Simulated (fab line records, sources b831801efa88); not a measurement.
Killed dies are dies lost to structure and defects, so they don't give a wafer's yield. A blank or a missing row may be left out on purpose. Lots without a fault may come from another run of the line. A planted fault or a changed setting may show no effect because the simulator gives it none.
A struck lot beside a sound one | flow sky130 | 15 steps out of a route of 708
Sound: wafers L223.1, L223.4, L223.5. Struck: wafers L234.1, L234.5, L234.6. The cause comes at the end.
At each step with rows: each side's tool, then ch and its chambers, then its first start. Under that, the readings that differ: sound wafers | struck wafers | difference of the means | sigmas: that difference in standard deviations of wafers without a fault.
alike: readings whose means differ by less than 2 such deviations, and words and numbers that are the same on both sides. not compared: withheld readings, readings that some wafer has no value for, bounds like >300 that may hide the same value, and numbers for which the record gives no deviation and whose values overlap.
The two part at a step that has a row with sigmas, a row that says differs or no value, or rows on one side only. Numbers that don't overlap but have no deviation are shown without sigmas and don't part them. A reading that every wafer of one side lacks parts them only if that side has two wafers or more.

first, 4 steps without rows for these wafers: SKY_LDD_HVP_SOFTBAKE_03 (time 60 s); SKY_LDD_HVP_EXPOSE_04 (exposes mask HVPTM, target cd 700 nm); SKY_LDD_HVP_PEB_05; SKY_LDD_HVP_DEVELOP_06 (develop time 60 s).
SKY_LDD_HVP_OVL_MEAS_07:
  sound on overlay-02, day 24 10:37; struck on overlay-02, day 28 12:01
  alike: LDD_HVP_OVL
then, 1 step without rows for these wafers: SKY_LDD_HVP_IMPLANT_08.
SKY_LDD_HVP_STRIP_09: strips in O2/N2.
  sound on plasma_asher-01 ch 0,1, day 24 10:48; struck on plasma_asher-02 ch 0,1, day 28 12:12
  alike: drypump_motor_current_A, o2_flow_sccm, oes_product_au, strip_time_to_endpoint_s
  not compared: rf_hours_counter_h
SKY_LDD_HVP_TW_MEAS_10:
  sound on film_metro-02, day 24 10:54; struck on film_metro-03, day 28 12:18
  reading    | sound       | struck      | difference | sigmas
  LDD_HVP_TW | 445 447 447 | 457 456 456 | +10        | +2
then, 4 steps without rows for these wafers: SKY_LDD_LDN_DEHYDRATE_00 (time 60 s); SKY_LDD_LDN_HMDS_01 (prime time 60 s); SKY_LDD_LDN_COAT_02 (resist thk 1140 nm); SKY_LDD_LDN_SOFTBAKE_03 (time 60 s).
SKY_LDD_LDN_EXPOSE_04: exposes mask LDNTM, target cd 700 nm.
  sound on iline_stepper-01 ch 0, day 25 01:23; struck on iline_stepper-01 ch 0, day 29 02:52
  reading | sound                   | struck                           | difference | sigmas
  mask    | LDNTM#0 LDNTM#0 LDNTM#0 | LDNTM_R1#0 LDNTM_R1#0 LDNTM_R1#0 | differs    |
then, 1 step without rows for these wafers: SKY_LDD_LDN_PEB_05.
-- the record jumps here: 21 days lie between the struck wafers' starts before and after (it left off in module LDD_LDN and takes up again in module PAD_OPEN, whose first step shown is number 708 of the route) --
SKY_PAD_OPEN_PROBE_99:
  sound on prober-01, day 47 17:33; struck on prober-02, day 50 08:01
  alike: killed_at_M0_to_M3, killed_at_M4_up, killed_at_contacts, killed_at_front_end, killed_at_other, killed_dies, killed_open, killed_short

WHERE THEY PART
First at SKY_LDD_HVP_TW_MEAS_10; last, within this record, at SKY_LDD_LDN_EXPOSE_04. Later steps at which nothing parts them and some readings are alike: SKY_PAD_OPEN_PROBE_99.

WHY: what the simulator had put in
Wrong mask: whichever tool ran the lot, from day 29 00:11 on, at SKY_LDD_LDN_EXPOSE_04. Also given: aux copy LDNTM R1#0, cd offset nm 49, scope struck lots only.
